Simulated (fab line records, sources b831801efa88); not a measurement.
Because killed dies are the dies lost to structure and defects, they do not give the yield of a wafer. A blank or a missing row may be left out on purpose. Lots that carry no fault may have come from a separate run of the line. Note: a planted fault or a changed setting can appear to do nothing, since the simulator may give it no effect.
Matching of chambers || flow sfq_line || SFQ_TRILAYER_I0_VIA_BARC_OPEN_VIA_ETCH_046 on rie_diel-02: 4 sister chambers
The step etches BARC in O2, target depth 125 nm, time 41.7 s. 4 wafers are shown with their chamber, then 8 later ones without.

## WAFERS PAIRED WITH THEIR CHAMBERS
{"wafer": "L683.1", "chamber": 3, "drypump_motor_current_A (A)": 5.8}
{"wafer": "L684.1", "chamber": 1, "drypump_motor_current_A (A)": 5.7}
{"wafer": "L684.2", "chamber": 0, "drypump_motor_current_A (A)": 5.5}
{"wafer": "L684.3", "chamber": 2, "drypump_motor_current_A (A)": 5.5}

## WAFERS MISSING THEIR CHAMBER
{"wafer": "L687.2", "drypump_motor_current_A (A)": 5.6}
{"wafer": "L688.2", "drypump_motor_current_A (A)": 5.5}
{"wafer": "L695.1", "drypump_motor_current_A (A)": 5.7}
{"wafer": "L695.2", "drypump_motor_current_A (A)": 5.8}
{"wafer": "L695.5", "drypump_motor_current_A (A)": 5.5}
{"wafer": "L698.2", "drypump_motor_current_A (A)": 5.8}
{"wafer": "L698.3", "drypump_motor_current_A (A)": 5.5}
{"wafer": "L698.6", "drypump_motor_current_A (A)": 5.8}

## THE CHAMBER EACH PASSED THROUGH
{"wafer": "L687.2", "from the rows above": "can't be placed: 0 or 2 or 1", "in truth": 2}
{"wafer": "L688.2", "from the rows above": "can't be placed: 0 or 2", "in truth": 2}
{"wafer": "L695.1", "from the rows above": 1, "in truth": 1}
{"wafer": "L695.2", "from the rows above": 3, "in truth": 3}
{"wafer": "L695.5", "from the rows above": "can't be placed: 0 or 2", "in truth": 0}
{"wafer": "L698.2", "from the rows above": 3, "in truth": 3}
{"wafer": "L698.3", "from the rows above": "can't be placed: 0 or 2", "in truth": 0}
{"wafer": "L698.6", "from the rows above": 3, "in truth": 3}
Correct placement for 4 of the 8. These rows do not allow placing 4 (true chamber among the candidates in 4). Number placed wrongly: 0.
How it was worked out, from the rows above alone: a wafer's distance from a chamber is the root of the sum, over the readings, of the square of ((its reading less the chamber's mean) divided by the reading's scatter). The wafer belongs to the nearest chamber; if the next one is less than 2 further off, it can't be placed. A chamber's mean is the mean of its shown wafers. The scatter: root of mean squared gap, hidden wafer to nearest shown wafer, with one shown wafer a chamber.
